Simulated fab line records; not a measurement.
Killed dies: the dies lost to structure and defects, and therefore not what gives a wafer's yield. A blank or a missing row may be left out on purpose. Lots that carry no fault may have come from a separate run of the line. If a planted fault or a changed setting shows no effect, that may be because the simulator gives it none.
Which tool was responsible? :: flow gf180mcu :: 24 lots, 72 wafers sampled, at 4 steps of a route of 602

WHAT EACH GAUGE READ, for each wafer
GF_M3_OVL_MEAS_15.
lot: L074
measured: day 21 03:58
on: overlay-01
M3_OVL (nm): -1 -1 3

lot: L075
measured: day 21 12:05
on: overlay-02
M3_OVL (nm): 8 4 7

lot: L076
measured: day 21 23:04
on: overlay-02
M3_OVL (nm): -9 -12 -10

lot: L077
measured: day 22 06:13
on: overlay-02
M3_OVL (nm): 13 1 7

lot: L078
measured: day 22 15:55
on: overlay-02
M3_OVL (nm): 4 3 7

lot: L079
measured: day 23 00:37
on: overlay-01
M3_OVL (nm): -9 -4 -3

lot: L080
measured: day 23 12:07
on: overlay-02
M3_OVL (nm): -2 -1 3

lot: L081
measured: day 23 21:47
on: overlay-02
M3_OVL (nm): -10 -5 -3

lot: L082
measured: day 24 01:22
on: overlay-02
M3_OVL (nm): 1 2 -5

lot: L083
measured: day 24 16:25
on: overlay-01
M3_OVL (nm): -3 5 -4

lot: L084
measured: day 25 03:16
on: overlay-02
M3_OVL (nm): -8 6 2

lot: L085
measured: day 25 09:46
on: overlay-01
M3_OVL (nm): -1 -7 -5

lot: L086
measured: day 25 13:58
on: overlay-01
M3_OVL (nm): -3 1 0

lot: L087
measured: day 26 04:46
on: overlay-01
M3_OVL (nm): -2 -11 -12

lot: L088
measured: day 26 11:37
on: overlay-02
M3_OVL (nm): 5 5 -2

lot: L089
measured: day 26 21:17
on: overlay-01
M3_OVL (nm): -5 2 5

lot: L090
measured: day 27 05:04
on: overlay-02
M3_OVL (nm): 8 7 7

lot: L091
measured: day 27 14:14
on: overlay-01
M3_OVL (nm): 5 7 1

lot: L092
measured: day 27 20:34
on: overlay-02
M3_OVL (nm): 2 0 5

lot: L093
measured: day 28 02:34
on: overlay-02
M3_OVL (nm): 2 11 10

lot: L095
measured: day 28 14:40
on: overlay-01
M3_OVL (nm): 1 5 1

lot: L094
measured: day 28 15:01
on: overlay-02
M3_OVL (nm): 4 7 0

lot: L096
measured: day 28 18:59
on: overlay-01
M3_OVL (nm): -8 -2 -1

lot: L097
measured: day 28 22:49
on: overlay-01
M3_OVL (nm): -2 -2 -7

GF_M4_OVL_MEAS_15.
lot: L074
measured: day 23 05:28
on: overlay-02
M4_OVL (nm): -2 -8 -3

lot: L075
measured: day 23 13:05
on: overlay-01
M4_OVL (nm): -2 -7 5

lot: L076
measured: day 23 23:34
on: overlay-01
M4_OVL (nm): -11 -13 -12

lot: L077
measured: day 24 06:25
on: overlay-01
M4_OVL (nm): -2 8 7

lot: L078
measured: day 24 16:03
on: overlay-01
M4_OVL (nm): 0 -2 4

lot: L079
measured: day 25 00:49
on: overlay-02
M4_OVL (nm): 8 -1 5

lot: L080
measured: day 25 10:43
on: overlay-01
M4_OVL (nm): -8 -5 -4

lot: L081
measured: day 25 20:21
on: overlay-02
M4_OVL (nm): 3 -7 -10

lot: L082
measured: day 25 23:39
on: overlay-02
M4_OVL (nm): 10 9 12

lot: L083
measured: day 26 13:49
on: overlay-01
M4_OVL (nm): -2 2 -4

lot: L084
measured: day 27 00:59
on: overlay-01
M4_OVL (nm): -9 -5 2

lot: L085
measured: day 27 05:52
on: overlay-02
M4_OVL (nm): 4 -1 10

lot: L086
measured: day 27 10:09
on: overlay-01
M4_OVL (nm): -6 5 3

lot: L087
measured: day 27 23:51
on: overlay-02
M4_OVL (nm): -7 3 -1

lot: L088
measured: day 28 06:56
on: overlay-02
M4_OVL (nm): -4 1 3

lot: L089
measured: day 28 16:05
on: overlay-02
M4_OVL (nm): 10 7 9

lot: L090
measured: day 28 23:23
on: overlay-02
M4_OVL (nm): -2 8 2

lot: L091
measured: day 29 08:16
on: overlay-01
M4_OVL (nm): 5 1 -1

lot: L092
measured: day 29 14:07
on: overlay-02
M4_OVL (nm): 6 0 12

lot: L093
measured: day 29 18:52
on: overlay-02
M4_OVL (nm): -1 3 0

lot: L095
measured: day 30 06:43
on: overlay-02
M4_OVL (nm): 3 -4 -3

lot: L094
measured: day 30 07:23
on: overlay-02
M4_OVL (nm): 0 2 4

lot: L096
measured: day 30 11:30
on: overlay-02
M4_OVL (nm): -6 0 -6

lot: L097
measured: day 30 14:13
on: overlay-02
M4_OVL (nm): 0 5 -2

GF_V5_OVL_MEAS_15.
lot: L074
measured: day 26 23:40
on: overlay-01
V5_OVL (nm): -8 1 -7

lot: L075
measured: day 27 07:13
on: overlay-01
V5_OVL (nm): -9 -5 -11

lot: L076
measured: day 27 16:18
on: overlay-02
V5_OVL (nm): -8 3 -3

lot: L077
measured: day 27 23:10
on: overlay-02
V5_OVL (nm): 3 -3 1

lot: L078
measured: day 28 07:07
on: overlay-01
V5_OVL (nm): -11 -7 -6

lot: L079
measured: day 28 15:45
on: overlay-01
V5_OVL (nm): -5 3 -5

lot: L080
measured: day 29 01:28
on: overlay-01
V5_OVL (nm): 2 6 2

lot: L081
measured: day 29 08:24
on: overlay-02
V5_OVL (nm): -8 0 -8

lot: L082
measured: day 29 12:10
on: overlay-01
V5_OVL (nm): -9 -2 -5

lot: L083
measured: day 30 01:28
on: overlay-02
V5_OVL (nm): -8 -7 -1

lot: L084
measured: day 30 11:16
on: overlay-01
V5_OVL (nm): 1 -5 -8

lot: L085
measured: day 30 16:07
on: overlay-02
V5_OVL (nm): 0 -6 -13

lot: L086
measured: day 30 18:40
on: overlay-02
V5_OVL (nm): -4 -3 -6

lot: L087
measured: day 31 06:51
on: overlay-01
V5_OVL (nm): -17 -11 -15

lot: L088
measured: day 31 14:42
on: overlay-02
V5_OVL (nm): -2 -3 -5

lot: L089
measured: day 31 22:53
on: overlay-02
V5_OVL (nm): 2 -4 -4

lot: L090
measured: day 32 04:52
on: overlay-01
V5_OVL (nm): -9 -9 -11

lot: L091
measured: day 32 11:03
on: overlay-02
V5_OVL (nm): -9 -6 2

lot: L092
measured: day 32 16:54
on: overlay-02
V5_OVL (nm): 0 5 -3

lot: L093
measured: day 32 21:30
on: overlay-02
V5_OVL (nm): -3 -2 2

lot: L095
measured: day 33 06:36
on: overlay-01
V5_OVL (nm): 4 6 2

lot: L094
measured: day 33 08:22
on: overlay-01
V5_OVL (nm): -8 -5 -7

lot: L096
measured: day 33 12:10
on: overlay-02
V5_OVL (nm): -9 11 -4

lot: L097
measured: day 33 14:46
on: overlay-02
V5_OVL (nm): -7 -4 2

WHICH TOOL RAN EACH LOT (tool, then ch and the chambers of the sampled wafers, then the start)
lot: L074
GF_V3_SPUTTER_22: pvd-sputter-04, day 22 05:45

lot: L075
GF_V3_SPUTTER_22: pvd-sputter-03, day 22 13:41

lot: L076
GF_V3_SPUTTER_22: pvd-sputter-03, day 23 00:25

lot: L077
GF_V3_SPUTTER_22: pvd-sputter-03, day 23 07:23

lot: L078
GF_V3_SPUTTER_22: pvd-sputter-03, day 23 17:21

lot: L079
GF_V3_SPUTTER_22: pvd-sputter-04, day 24 01:56

lot: L080
GF_V3_SPUTTER_22: pvd-sputter-02, day 24 12:41

lot: L081
GF_V3_SPUTTER_22: pvd-sputter-03, day 24 22:00

lot: L082
GF_V3_SPUTTER_22: pvd-sputter-04, day 25 01:08

lot: L083
GF_V3_SPUTTER_22: pvd-sputter-03, day 25 16:07

lot: L084
GF_V3_SPUTTER_22: pvd-sputter-03, day 26 03:21

lot: L085
GF_V3_SPUTTER_22: pvd-sputter-03, day 26 08:58

lot: L086
GF_V3_SPUTTER_22: pvd-sputter-04, day 26 13:06

lot: L087
GF_V3_SPUTTER_22: pvd-sputter-03, day 27 03:27

lot: L088
GF_V3_SPUTTER_22: pvd-sputter-02, day 27 10:29

lot: L089
GF_V3_SPUTTER_22: pvd-sputter-04, day 27 19:59

lot: L090
GF_V3_SPUTTER_22: pvd-sputter-02, day 28 03:15

lot: L091
GF_V3_SPUTTER_22: pvd-sputter-03, day 28 12:15

lot: L092
GF_V3_SPUTTER_22: pvd-sputter-03, day 28 18:09

lot: L093
GF_V3_SPUTTER_22: pvd-sputter-02, day 28 23:44

lot: L095
GF_V3_SPUTTER_22: pvd-sputter-04, day 29 11:47

lot: L094
GF_V3_SPUTTER_22: pvd-sputter-03, day 29 12:42

lot: L096
GF_V3_SPUTTER_22: pvd-sputter-02, day 29 16:16

lot: L097
GF_V3_SPUTTER_22: pvd-sputter-02, day 29 19:15
- GF_V3_SPUTTER_22: material TiN, target thk 10 nm, time 40 s.

AS READ BY THE TOOLS THEMSELVES (means over the sampled wafers that have a number; for cases with no such wafer, the mark the record gives instead)
GF_V3_SPUTTER_22.
lot: L074
tool: pvd-sputter-04
throttle-valve-pct (%): 29.6

lot: L075
tool: pvd-sputter-03
throttle-valve-pct (%): 29.5

lot: L076
tool: pvd-sputter-03
throttle-valve-pct (%): 29.8

lot: L077
tool: pvd-sputter-03
throttle-valve-pct (%): 28.9

lot: L078
tool: pvd-sputter-03
throttle-valve-pct (%): 28.9

lot: L079
tool: pvd-sputter-04
throttle-valve-pct (%): 30.1

lot: L080
tool: pvd-sputter-02
throttle-valve-pct (%): 31.2

lot: L081
tool: pvd-sputter-03
throttle-valve-pct (%): 28.5

lot: L082
tool: pvd-sputter-04
throttle-valve-pct (%): 29.1

lot: L083
tool: pvd-sputter-03
throttle-valve-pct (%): 28.7

lot: L084
tool: pvd-sputter-03
throttle-valve-pct (%): 29.3

lot: L085
tool: pvd-sputter-03
throttle-valve-pct (%): 28.6

lot: L086
tool: pvd-sputter-04
throttle-valve-pct (%): 29.7

lot: L087
tool: pvd-sputter-03
throttle-valve-pct (%): 29.2

lot: L088
tool: pvd-sputter-02
throttle-valve-pct (%): 31.1

lot: L089
tool: pvd-sputter-04
throttle-valve-pct (%): 29.1

lot: L090
tool: pvd-sputter-02
throttle-valve-pct (%): 31.2

lot: L091
tool: pvd-sputter-03
throttle-valve-pct (%): 28.6

lot: L092
tool: pvd-sputter-03
throttle-valve-pct (%): 28.3

lot: L093
tool: pvd-sputter-02
throttle-valve-pct (%): 31.2

lot: L095
tool: pvd-sputter-04
throttle-valve-pct (%): 29.7

lot: L094
tool: pvd-sputter-03
throttle-valve-pct (%): 29.0

lot: L096
tool: pvd-sputter-02
throttle-valve-pct (%): 30.7

lot: L097
tool: pvd-sputter-02
throttle-valve-pct (%): 30.5

THE ANSWER, worked out from the rows above alone
Rule: the usual values come from the lots themselves. The widest of any qualifying gaps counts: lots, ordered by their means at a reading, are off when they make up no more than a third of the lots, leave a main group of 4 or more, and stand apart from it by 3 or more times the standard deviation of that group's means. If all means in a main group match to the digits the tables above print for the reading, that group is not used. Also off: a lot with no number at a reading for which 4 or more lots have one. Any other lot the step has rows for is counted as sound. The gauges are gone through in route order, then the tools' own readings, and for those a lot's mean is taken as printed above. At the first step where some lot is off, the reading lying furthest off is the one used; lots without a number count as furthest.
None of the lots is off at any reading shown; this tells nothing.

WHAT THE SIMULATOR HAD INSERTED
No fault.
